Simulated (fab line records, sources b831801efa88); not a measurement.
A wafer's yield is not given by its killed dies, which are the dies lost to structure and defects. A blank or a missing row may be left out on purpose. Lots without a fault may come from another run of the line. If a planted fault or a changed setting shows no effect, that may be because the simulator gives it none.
Comparing a struck lot with a sound one | flow gf180mcu | 17 out of 602 route steps
Sound: wafers L771.1, L771.2, L771.5. The struck wafers were L782.2, L782.4, L782.5. The cause comes at the end.
Order at every step that has rows: each side's tool, ch and its chambers, its first start. Under that, the readings that differ: sound wafers | struck wafers | difference of the means | sigmas: that difference in standard deviations of wafers without a fault.
alike: words and numbers the same on both sides, and readings whose means are apart by under 2 such deviations; not compared: readings that were withheld, readings missing a value for some wafer, numbers with overlapping values and no deviation given by the record, and bounds like >300 which may hide the same value.
Wherever a step has rows on one side only, a row that says differs or no value, or a row with sigmas, the two part there. Numbers that don't overlap but have no deviation are shown without sigmas and don't part them. A reading that every wafer of one side lacks parts them only if that side has two wafers or more.

first, 4 steps without rows for these wafers: GF_SAB_SOFTBAKE_05 (time 60 s); GF_SAB_EXPOSE_06 (exposes mask SAB, target cd 420 nm); GF_SAB_PEB_07; GF_SAB_DEVELOP_08 (develop time 60 s).
GF_SAB_CD_MEAS_09 targets a cd of 420 nm.
  sound: cd sem-01 at day 16 13:58; struck: cd sem-01 at day 19 18:38
  alike: cd nm
GF_SAB_OVL_MEAS_10:
  sound: overlay-01 at day 16 14:05; struck: overlay-02 at day 19 18:44
  alike: SAB_OVL
GF_SAB_ETCH_11: etches SiO2 in C4F8/O2/Ar, target depth 55 nm, time 8.5 s.
  sound on rie diel-01 ch 0,1, day 16 14:07; struck on rie diel-04 ch 0,2, day 19 18:46
  alike: oes product au
  not compared: rf hours counter h
then, 1 step without rows for these wafers: GF_SAB_WET_ETCH_12 (etches SiO2 in dHF, target depth 22 nm, time 440 s).
GF_SAB_STRIP_13: strips in O2/N2.
  sound on plasma asher-04 ch 0,1, day 16 14:16; struck on plasma asher-01 ch 0,1, day 19 18:56
  alike: drypump motor current A, heater power w, n2 flow sccm, oes product au, platen temp c, strip time to endpoint s
  not compared: rf hours counter h
then, 2 steps without rows for these wafers: GF_SALICIDE_CLEAN_00 (cleans in SC1/SC2, time 150 s); GF_SALICIDE_WET_ETCH_01 (etches SiO2 in dHF, target depth 5 nm, time 100 s).
GF_SALICIDE_SPUTTER_02: material Co, target thk 10 nm, time 20 s.
  sound: pvd sputter-02 at day 16 14:28; struck: pvd sputter-03 at day 19 19:07
  alike: cathode dc power W, throttle valve pct
GF_SALICIDE_SPUTTER_03: material TiN, target thk 20 nm, time 16.7 s.
  sound: pvd sputter-02 at day 16 14:29; struck: pvd sputter-03 at day 19 19:09
  reading                                      | sound                | struck               | difference | sigmas
  cathode dc power W (W)                       | 6500.6 6499.6 6499.1 | 5778.7 5778.4 5780.5 | -720.6     | -99 or more
  model.TiN_of_SALICIDE_SPUTTER_03.thk nm (nm) | 20.24 20.05 20.15    | 17.9 17.56 17.78     | -2.4       |
  alike: throttle valve pct
GF_SALICIDE_RS_MEAS_04: uses a four-point probe to measure.
  sound: film metro-03 at day 16 14:31; struck: film metro-04 at day 19 19:12
  alike: SALICIDE_TIN_RS
GF_SALICIDE_THK_MEAS_05: measures by xrf.
  sound: film metro-03 at day 16 14:38; struck: film metro-04 at day 19 19:19
  reading               | sound             | struck            | difference | sigmas
  SALICIDE_TIN_THK (nm) | 20.23 20.12 20.15 | 17.84 17.52 17.72 | -2.47      | -10
GF_SALICIDE_RTA_06: time 30 s.
  sound on rtp anneal-01 ch 0, day 16 14:42; struck on rtp anneal-02 ch 0, day 19 19:22
  reading            | sound          | struck         | difference | sigmas
  lamp power pct (%) | 5.54 5.54 5.54 | 5.85 5.85 5.84 | +0.31      | +2
  alike: chamber o2 ppm, wafer_temp_C_max
GF_PASSIVATION_PROBE_99:
  the record has rows for the sound wafers here (prober-01, day 30 07:12) and none for the struck ones

== WHERE THEY PART ==
At GF_SALICIDE_SPUTTER_03 first; at GF_PASSIVATION_PROBE_99 last (within this record only).

WHY: what had been put in by the simulator
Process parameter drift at GF_SALICIDE_SPUTTER_03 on pvd sputter-03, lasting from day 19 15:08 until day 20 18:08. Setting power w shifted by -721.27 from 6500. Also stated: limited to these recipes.
